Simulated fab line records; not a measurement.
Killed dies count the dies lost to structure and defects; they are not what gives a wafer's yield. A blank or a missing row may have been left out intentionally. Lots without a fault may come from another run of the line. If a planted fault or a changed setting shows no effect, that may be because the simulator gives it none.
Split-lot experiment :: flow sky130 :: route with 708 steps; 5 lots, 23 wafers read

== SPLIT DETAILS ==
At SKY_CAPM_SPUTTER_02 (material TiN, target thk 200 nm, time 166.7 s), the setting power-w was moved away from the recipe's 6500 W on 4 of the 23 wafers read, by -9.9% to +5.4%. All remaining wafers had this setting at the recipe value.

== FROM THE SPLIT TO THE READING: what the file shows between them, 5 steps ==
- SKY_CAPM_RS_MEAS_03: measures by four-point-probe
- SKY_CAPM_THK_MEAS_04: measures by xrf
- SKY_CAPM_EXPOSE_09: exposes mask CAPM, target cd 1000 nm (also split here: dose-mj)
- SKY_CAPM_PEB_10
- SKY_CAPM_DEVELOP_11: develop time 60 s

== THE READING ==
oes-product-au, in a.u., at SKY_CAPM_METAL_ETCH_13 (etches TiN in Cl2/BCl3, stops on SiO2, target depth 220 nm, time 62.9 s). Typical for fault-free wafers on this fab line: 0.941 a.u., with standard deviation 0.0083 a.u.

wafer: L074.1
tool, chamber at the split: pvd-sputter-04, -
power-w as run, W: 6850
against the recipe: +5.4%
oes-product-au, a.u.: 0.971
against lot-mates on the recipe: +0.035

wafer: L074.3
tool, chamber at the split: pvd-sputter-04, -
power-w as run, W: 6500
against the recipe: recipe
oes-product-au, a.u.: 0.931
against lot-mates on the recipe: -

wafer: L074.4
tool, chamber at the split: pvd-sputter-04, -
power-w as run, W: 6500
against the recipe: recipe
oes-product-au, a.u.: 0.936
against lot-mates on the recipe: -

wafer: L074.5
tool, chamber at the split: pvd-sputter-04, -
power-w as run, W: 6500
against the recipe: recipe
oes-product-au, a.u.: 0.942
against lot-mates on the recipe: -

wafer: L074.6
tool, chamber at the split: pvd-sputter-04, -
power-w as run, W: 6850
against the recipe: +5.4%
oes-product-au, a.u.: 0.962
against lot-mates on the recipe: +0.026

wafer: L080.1
tool, chamber at the split: pvd-sputter-01, -
power-w as run, W: 6500
against the recipe: recipe
oes-product-au, a.u.: 0.953
against lot-mates on the recipe: -

wafer: L080.2
tool, chamber at the split: pvd-sputter-01, -
power-w as run, W: 6500
against the recipe: recipe
oes-product-au, a.u.: 0.923
against lot-mates on the recipe: -

wafer: L080.3
tool, chamber at the split: pvd-sputter-01, -
power-w as run, W: 6500
against the recipe: recipe
oes-product-au, a.u.: 0.935
against lot-mates on the recipe: -

wafer: L080.4
tool, chamber at the split: pvd-sputter-01, -
power-w as run, W: 6500
against the recipe: recipe
oes-product-au, a.u.: 0.951
against lot-mates on the recipe: -

wafer: L080.5
tool, chamber at the split: pvd-sputter-01, -
power-w as run, W: 6500
against the recipe: recipe
oes-product-au, a.u.: 0.933
against lot-mates on the recipe: -

wafer: L081.1
tool, chamber at the split: pvd-sputter-01, -
power-w as run, W: 6500
against the recipe: recipe
oes-product-au, a.u.: 0.931
against lot-mates on the recipe: -

wafer: L081.3
tool, chamber at the split: pvd-sputter-01, -
power-w as run, W: 6500
against the recipe: recipe
oes-product-au, a.u.: 0.938
against lot-mates on the recipe: -

wafer: L081.6
tool, chamber at the split: pvd-sputter-01, -
power-w as run, W: 6500
against the recipe: recipe
oes-product-au, a.u.: 0.939
against lot-mates on the recipe: -

wafer: L083.1
tool, chamber at the split: pvd-sputter-02, -
power-w as run, W: 6500
against the recipe: recipe
oes-product-au, a.u.: 0.945
against lot-mates on the recipe: -

wafer: L083.2
tool, chamber at the split: pvd-sputter-02, -
power-w as run, W: 6500
against the recipe: recipe
oes-product-au, a.u.: 0.946
against lot-mates on the recipe: -

wafer: L083.3
tool, chamber at the split: pvd-sputter-02, -
power-w as run, W: 6500
against the recipe: recipe
oes-product-au, a.u.: 0.946
against lot-mates on the recipe: -

wafer: L083.4
tool, chamber at the split: pvd-sputter-02, -
power-w as run, W: 5859
against the recipe: -9.9%
oes-product-au, a.u.: 0.880
against lot-mates on the recipe: -0.066

wafer: L083.6
tool, chamber at the split: pvd-sputter-02, -
power-w as run, W: 5859
against the recipe: -9.9%
oes-product-au, a.u.: 0.890
against lot-mates on the recipe: -0.056

wafer: L085.1
tool, chamber at the split: pvd-sputter-01, -
power-w as run, W: 6500
against the recipe: recipe
oes-product-au, a.u.: 0.954
against lot-mates on the recipe: -

wafer: L085.2
tool, chamber at the split: pvd-sputter-01, -
power-w as run, W: 6500
against the recipe: recipe
oes-product-au, a.u.: 0.940
against lot-mates on the recipe: -

wafer: L085.3
tool, chamber at the split: pvd-sputter-01, -
power-w as run, W: 6500
against the recipe: recipe
oes-product-au, a.u.: 0.949
against lot-mates on the recipe: -

wafer: L085.4
tool, chamber at the split: pvd-sputter-01, -
power-w as run, W: 6500
against the recipe: recipe
oes-product-au, a.u.: 0.939
against lot-mates on the recipe: -

wafer: L085.5
tool, chamber at the split: pvd-sputter-01, -
power-w as run, W: 6500
against the recipe: recipe
oes-product-au, a.u.: 0.937
against lot-mates on the recipe: -

THE FIT
A straight line over all 23 wafers: oes-product-au changes by +0.00543 a.u. for each +1% of power-w; r = +0.92; the points scatter about the line by 0.008 a.u.
The same after taking each lot's own level away (the mean of its wafers on the recipe; 23 wafers): +0.00601 a.u. for each +1%; r = +0.95; scatter 0.0071 a.u.
Per that fit: largest power-w move, reading shift of 0.059 a.u.
Measured against the standard deviation above, the lots' own levels, which go from 0.9360 to 0.9457 a.u., span 1.2 times it.
The two slopes agree, so the slope changes little with the lot-to-lot level.
Check: for one of the wafers moved furthest among these (-9.9%), held out of the fit, the line's prediction against its lot-mates is -0.0555 a.u. Against them it came out at -0.0657 a.u.

== THESE WAFERS: OTHER SPLITS ==
Before the reading, these wafers also passed through other splits. Each is held against what the fit with the lots' levels taken away leaves over:
other split on the same wafers: SKY_VIA1_HDPCVD_00 sih4-flow-sccm
wafers away from the commonest value: 5
r with oes-product-au (lot level and that fit taken away): -0.03

other split on the same wafers: SKY_VIA1_SPUTTER_20 chamber-pressure-pa
wafers away from the commonest value: 18
r with oes-product-au (lot level and that fit taken away): -0.04

other split on the same wafers: SKY_METAL2_SPUTTER_02 time-s
wafers away from the commonest value: 7
r with oes-product-au (lot level and that fit taken away): -0.35

other split on the same wafers: SKY_VIA2_CMP_02 leave-above-ref-nm
wafers away from the commonest value: 8
r with oes-product-au (lot level and that fit taken away): +0.04

other split on the same wafers: SKY_VIA2_DEVELOP_11 develop-time-s
wafers away from the commonest value: 5
r with oes-product-au (lot level and that fit taken away): +0.00

other split on the same wafers: SKY_VIA2_SPUTTER_20 chamber-pressure-pa
wafers away from the commonest value: 10
r with oes-product-au (lot level and that fit taken away): +0.01

other split on the same wafers: SKY_CAPM_EXPOSE_09 dose-mj
wafers away from the commonest value: 10
r with oes-product-au (lot level and that fit taken away): +0.05

== THE WHOLE CHAIN: every reading that the file lists as answering this split, in the file's order ==
step: SKY_CAPM_SPUTTER_02
what it does: material TiN, target thk 200 nm, time 166.7 s
reading: TiN_of_CAPM_SPUTTER_02.thk-nm (the simulator's own value, which no gauge read)
change (the file's fit): +2.09 nm for each +1% of the setting
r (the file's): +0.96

step: SKY_CAPM_RS_MEAS_03
what it does: measures by four-point-probe
reading: CAPM_TIN_RS
change (the file's fit): -0.0799 for each +1% of the setting
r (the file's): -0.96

step: SKY_CAPM_THK_MEAS_04
what it does: measures by xrf
reading: CAPM_TIN_THK
change (the file's fit): +2.05 for each +1% of the setting
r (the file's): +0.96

step: SKY_CAPM_METAL_ETCH_13
what it does: etches TiN in Cl2/BCl3, stops on SiO2, target depth 220 nm, time 62.9 s
reading: oes-product-au
change (the file's fit): +0.00603 a.u. for each +1% of the setting
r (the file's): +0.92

== THE FILE'S OWN FIT ==
oes-product-au changes by +0.00603 a.u. for each +1% of power-w, r = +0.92.
